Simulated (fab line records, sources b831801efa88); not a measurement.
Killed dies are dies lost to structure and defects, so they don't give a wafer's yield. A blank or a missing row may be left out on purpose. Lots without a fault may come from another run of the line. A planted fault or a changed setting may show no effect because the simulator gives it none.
A struck lot beside a sound one | flow sky130 | 43 steps out of a route of 708
Sound: wafers L583.1, L583.2, L583.3. Struck: wafers L589.1, L589.3, L589.5. The cause comes at the end.
At each step with rows: each side's tool, then ch and its chambers, then its first start. Under that, the readings that differ: sound wafers | struck wafers | difference of the means | sigmas: that difference in standard deviations of wafers without a fault.
alike: readings whose means differ by less than 2 such deviations, and words and numbers that are the same on both sides. not compared: withheld readings, readings that some wafer has no value for, bounds like >300 that may hide the same value, and numbers for which the record gives no deviation and whose values overlap.
The two part at a step that has a row with sigmas, a row that says differs or no value, or rows on one side only. Numbers that don't overlap but have no deviation are shown without sigmas and don't part them. A reading that every wafer of one side lacks parts them only if that side has two wafers or more.

SKY_VIA2_STRIP_16: strips in O2/N2.
  sound on plasma_asher-01 ch 0,1, day 37 16:24; struck on plasma_asher-04 ch 1, day 39 15:05
  alike: drypump_motor_current_A, oes_product_au, strip_time_to_endpoint_s
  not compared: rf_hours_counter_h
then, 4 steps without rows for these wafers: SKY_VIA2_STRIP_17 (strips in post etch residue remover, time 1200 s); SKY_VIA2_CLEAN_18 (cleans in IPA, time 180 s); SKY_VIA2_CLEAN_19 (cleans in O3/DIW); SKY_VIA2_SPUTTER_20 (material TiN, target thk 20 nm, time 80 s).
SKY_VIA2_CVD_21: deposits W, target thk 420 nm, time 126.4 s.
  sound on cvd_w-02 ch 0,1, day 37 17:08; struck on cvd_w-01 ch 0,1, day 39 15:45
  alike: heater_power_outer_w, heater_power_w
SKY_VIA2_RS_MEAS_22: measures by four-point-probe.
  sound on film_metro-01, day 37 17:16; struck on film_metro-01, day 39 15:53
  alike: VIA2_W_RS
SKY_VIA2_THK_MEAS_23: measures by xrf.
  sound on film_metro-01, day 37 17:23; struck on film_metro-01, day 39 16:00
  alike: VIA2_W_THK
SKY_VIA2_CMP_24: polishes, stops on SiO2, t overpolish 20 s, target thk 0 nm.
  sound on cmp-02 ch 1,2,3, day 37 17:26; struck on cmp-01 ch 0,2, day 39 16:04
  alike: edge_zone_pressure_frac, motor_current_A, overpolish_run_s, time_to_endpoint_s
then, 2 steps without rows for these wafers: SKY_METAL3_SPUTTER_00 (material Ti, target thk 15 nm, time 10 s); SKY_METAL3_SPUTTER_01 (material TiN, target thk 20 nm, time 16.7 s).
SKY_METAL3_SPUTTER_02: material AlCu, target thk 735 nm, time 39.1 s.
  sound on pvd_sputter-01, day 37 17:47; struck on pvd_sputter-03, day 39 16:25
  alike: throttle_valve_pct
SKY_METAL3_SPUTTER_03: material Ti, target thk 5 nm, time 3.3 s.
  sound on pvd_sputter-01, day 37 17:49; struck on pvd_sputter-03, day 39 16:27
  alike: throttle_valve_pct
SKY_METAL3_SPUTTER_04: material TiN, target thk 70 nm, time 58.3 s.
  sound on pvd_sputter-01, day 37 17:50; struck on pvd_sputter-03, day 39 16:28
  alike: throttle_valve_pct
then, 1 step without rows for these wafers: SKY_CAPM_CVD_00 (deposits SiO2, target thk 15.5 nm).
SKY_CAPM_THK_MEAS_01:
  sound on film_metro-04, day 37 17:55; struck on film_metro-03, day 39 16:32
  alike: CAPM_CVD_00_THK
then, 1 step without rows for these wafers: SKY_CAPM_SPUTTER_02 (material TiN, target thk 200 nm, time 166.7 s).
SKY_CAPM_RS_MEAS_03: measures by four-point-probe.
  sound on film_metro-01, day 37 18:05; struck on film_metro-01, day 39 16:43
  alike: CAPM_TIN_RS
SKY_CAPM_THK_MEAS_04: measures by xrf.
  sound on film_metro-01, day 37 18:13; struck on film_metro-01, day 39 16:50
  alike: CAPM_TIN_THK
then, 7 steps without rows for these wafers: SKY_CAPM_DEHYDRATE_05 (time 60 s); SKY_CAPM_HMDS_06 (prime time 60 s); SKY_CAPM_COAT_07 (resist thk 1140 nm); SKY_CAPM_SOFTBAKE_08 (time 60 s); SKY_CAPM_EXPOSE_09 (exposes mask CAPM, target cd 1000 nm); SKY_CAPM_PEB_10; SKY_CAPM_DEVELOP_11 (develop time 60 s).
SKY_CAPM_OVL_MEAS_12:
  sound on overlay-01, day 38 19:13; struck on overlay-01, day 40 16:47
  alike: CAPM_OVL
then, 13 steps without rows for these wafers: SKY_CAPM_METAL_ETCH_13 (etches TiN in Cl2/BCl3, stops on SiO2, target depth 220 nm, time 62.9 s); SKY_CAPM_STRIP_14 (strips in O2/N2); SKY_CAPM_STRIP_15 (strips in post etch residue remover, time 1200 s); SKY_CAPM_CLEAN_16 (cleans in IPA, time 180 s); SKY_CAPM_CLEAN_17 (cleans in O3/DIW); SKY_METAL3_DEHYDRATE_05 (time 60 s); SKY_METAL3_HMDS_06 (prime time 60 s); SKY_METAL3_COAT_07 (resist thk 59.21 nm); SKY_METAL3_COAT_08 (resist thk 1140 nm); SKY_METAL3_SOFTBAKE_09 (time 90 s); SKY_METAL3_EXPOSE_10 (exposes mask MM3, target cd 300 nm); SKY_METAL3_PEB_11; SKY_METAL3_DEVELOP_12 (develop time 60 s).
SKY_METAL3_CD_MEAS_13: target cd 300 nm.
  sound on cd_sem-02, day 39 21:29; struck on cd_sem-01, day 41 17:41
  alike: cd_nm
SKY_METAL3_OVL_MEAS_14:
  sound on overlay-01, day 39 21:36; struck on overlay-02, day 41 17:48
  alike: METAL3_OVL
-- the record jumps here: 7 days lie between the struck wafers' starts before and after (it left off in module METAL3 and takes up again in module PAD_OPEN, whose first step shown is number 708 of the route) --
SKY_PAD_OPEN_PROBE_99:
  sound on prober-02, day 47 04:26; struck on prober-02, day 48 09:55
  reading                                    | sound                | struck               | difference | sigmas
  killed_at_M0_to_M3                         | 36 48 47             | 71 78 64             | +27        | +4
  killed_dies                                | 78 86 76             | 108 120 93           | +27        | +3
  killed_on_rim                              | 10 16 19             | 26 26 18             | +8         | +3
  model.etest.tester.sort_n_pass             | 414 406 416          | 384 372 399          | -27        |
  model.etest.tester.sort_yield_pct (%)      | 84.15 82.52 84.55    | 78.05 75.61 81.1     | -5.49      |
  model.etest.tester.sort_bin_5_pct (%)      | 9.756 10.37 10.16    | 13.41 14.43 11.59    | +3.05      |
  model.etest.tester.sort_bin_3_pct (%)      | 1.423 1.423 0        | 2.846 3.252 2.033    | +1.762     |
  model.etest.nfet_01v8_swapped.vt_sat_v (V) | 0.6408 0.6487 0.6464 | 0.6545 0.6638 0.6588 | +0.0137    |
  model.etest.nfet_01v8_turned.vt_sat_v (V)  | 0.633 0.6491 0.6426  | 0.6542 0.6617 0.6551 | +0.0154    |
  alike: killed_at_M4_up, killed_at_contacts, killed_at_front_end, killed_at_other, killed_open, killed_short
  not compared: model.etest.tip_n.rs_ohm_sq

WHERE THEY PART
Only at SKY_PAD_OPEN_PROBE_99, within this record.

WHY: what the simulator had put in
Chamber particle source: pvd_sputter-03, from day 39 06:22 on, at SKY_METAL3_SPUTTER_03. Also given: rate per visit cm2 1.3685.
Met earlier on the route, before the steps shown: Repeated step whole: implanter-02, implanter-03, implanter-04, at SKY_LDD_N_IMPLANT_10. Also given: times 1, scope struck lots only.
